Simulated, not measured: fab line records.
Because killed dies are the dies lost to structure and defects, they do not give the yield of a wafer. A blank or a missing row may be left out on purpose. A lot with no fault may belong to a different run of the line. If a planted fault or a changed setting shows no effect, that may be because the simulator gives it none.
Matching of chambers    flow gf180mcu    4 sister chambers for GF_V5_CMP_04 on cmp-02
The step polishes SiO2. 18 wafers are shown with their chamber, then 9 later ones without.

## WAFERS PAIRED WITH THEIR CHAMBERS
wafer   chamber  motorCurrentA (A)  retainingRingPressureFrac  slurryFlowMlMin
L782.1  1        12.0               1.003                      150.2
L782.2  0        13.8               1.007                      150.3
L782.3  3        12.2               1.009                      149.9
L783.1  0        13.6               0.997                      150.6
L783.5  2        12.2               0.993                      149.8
L783.6  1        12.6               0.994                      150.0
L792.2  1        12.2               1.008                      149.8
L792.3  3        13.0               0.998                      150.1
L792.4  0        12.8               1.000                      149.4
L793.2  2        12.0               0.993                      150.2
L793.3  1        12.1               1.006                      150.4
L793.5  1        12.7               1.003                      150.6
L794.1  3        12.6               1.004                      150.0
L794.2  0        13.9               0.987                      149.5
L794.5  1        12.1               1.005                      150.5
L795.1  1        11.9               0.992                      149.9
L795.2  2        12.3               1.001                      150.2
L795.6  2        12.5               1.002                      149.8

SIGNATURES, as means of the wafers listed above
reading                    chamber 0  chamber 1  chamber 2  chamber 3  scatter within a chamber
motorCurrentA              13.525     12.229     12.250     12.600     0.354
retainingRingPressureFrac  0.99775    1.00157    0.99725    1.00367    0.00636
slurryFlowMlMin            149.950    150.200    150.000    150.000    0.36
Rule: a wafer lies at a distance from a chamber equal to the root of the sum of squares, over the readings, of (its reading less the chamber's mean, divided by the reading's scatter). The wafer belongs to the nearest chamber; if the next one is less than 2 further off, it can't be placed. The scatter is the square root of a quotient: the sum, over the shown wafers, of each reading's squared deviation from its chamber's mean, divided by wafers minus chambers.

## WAFERS MISSING THEIR CHAMBER
wafer   motorCurrentA (A)  retainingRingPressureFrac  slurryFlowMlMin
L797.1  12.0               1.010                      149.3
L797.2  13.0               0.996                      150.4
L797.3  12.3               1.000                      149.6
L801.1  12.4               1.005                      149.2
L801.4  11.6               0.997                      150.1
L801.5  12.1               1.001                      149.5
L804.1  12.6               0.998                      150.1
L804.2  11.9               0.997                      149.8
L804.4  13.2               1.002                      150.1

## EACH ONE'S CHAMBER
wafer   from the rows above                in truth
L797.1  can't be placed: 3 or 2 or 1       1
L797.2  can't be placed: 0 or 3 or 2 or 1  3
L797.3  can't be placed: 2 or 3 or 1       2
L801.1  can't be placed: 3 or 2 or 1 or 0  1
L801.4  can't be placed: 2 or 1 or 3       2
L801.5  can't be placed: 2 or 1 or 3       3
L804.1  can't be placed: 3 or 2 or 1 or 0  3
L804.2  can't be placed: 2 or 1 or 3       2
L804.4  can't be placed: 0 or 3 or 1 or 2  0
Correct placement for 0 of the 9. These rows do not allow placing 9 (true chamber among the candidates in 9). Number placed wrongly: 0.
